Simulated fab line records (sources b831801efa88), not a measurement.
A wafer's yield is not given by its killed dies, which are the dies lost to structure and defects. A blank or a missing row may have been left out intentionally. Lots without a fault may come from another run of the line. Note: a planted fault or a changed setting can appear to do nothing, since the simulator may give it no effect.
Problem report, 8D (eight disciplines) form, completed by code :: flow sky130 :: the parts of the form that need people (team, actions taken, sign-off) are left out

1. THE ISSUE
Mean of timeToEndpointS at SKY_LI_CONTACT_CMP_24: 52 s across 3 wafers in 2 lots; on wafers with no fault it is 97 s (standard deviation 3.6). Measured from the usual mean, that is -12 standard deviations.
The step: polishes, stops on PSG, t overpolish 20 s, target thk 0 nm.
The first sign was on wafer L614.2 at day 34 05:54, on cmp-01. At this step, 38 wafers from 14 lots have a number in the record. Rule for "out", or "out of limits": more than 4 standard deviations from the usual mean. Any other wafer with a number is counted as sound.

2. WHAT THIS IS AND IS NOT
question: which readings at this step
is: timeToEndpointS
is not: motorCurrentA, overpolishRunS, slurryFlowMlMin

question: which lots
is: L614, L616
is not: L599, L600, L601, L602, L603, L604, L608, L610, L611, L613, L618, L622

question: which wafers of those lots
is: L614.2, L616.2, L616.5
is not: L614.1

question: read on which tools
is: cmp-01
is not: cmp-02

question: when
is: from day 34 05:54
is not: up to then (28 sound wafers); but 7 sound wafers of L613, L618, L622 came after

3. WHAT RULES OUT EACH SUSPECT
Counting: if a tool at a process step up to the reading ran every lot that is out, it stays a suspect. Sound lots after the first of them don't rule it out here, since some wafers of a struck lot are sound.
- cmp-01 at SKY_LI_CONTACT_CMP_24 (polishes, stops on PSG, t overpolish 20 s, target thk 0 nm): kept. It processed each lot that is out (first: L614, day 34 05:54); up to then, its last sound lot is L611 (day 33 08:38). Out on those wafers are its own readings of timeToEndpointS.
- Within cmp-01 at SKY_LI_CONTACT_CMP_24: the wafers that are out ran in chambers 0, 2; their sound lot-mates ran in chamber 1.
Remaining after the count: cmp-01 at SKY_LI_CONTACT_CMP_24.

4. THE CAUSE (what the simulator had put in)
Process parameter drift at SKY_LI_CONTACT_CMP_24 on cmp-01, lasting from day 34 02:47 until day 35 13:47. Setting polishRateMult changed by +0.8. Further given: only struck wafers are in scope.
This tool alone remained once counting was done.

5. THE EFFECT CHAIN, in route order
Rows list readings where the struck wafers' mean (over those with a number) sits beyond 3 standard deviations from the usual. Scope: only readings with a usual standard deviation given in the record; hours: median across lots of the time from each lot's start at the first step in this table that gives one to its start at this step; sigmas: change in usual standard deviations.
hours: 0
step: SKY_LI_CONTACT_CMP_24
reading: timeToEndpointS
usual: 97 s
on struck wafers: 52
change: -45
sigmas: -12
Process steps it contains:
- SKY_LI_CONTACT_CMP_24: polishes, stops on PSG, t overpolish 20 s, target thk 0 nm.
Later steps that measure or inspect, where all struck wafers having a row at the step show a number for every such reading and not one has moved that far: SKY_CONTACT_THK_MEAS_01, SKY_CONTACT_BOW_MEAS_05.

6. WHAT WOULD HAVE CAUGHT IT SOONER
First out-of-limits reading in this record: day 34 05:54, which is 3 hours after fault onset at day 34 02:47.
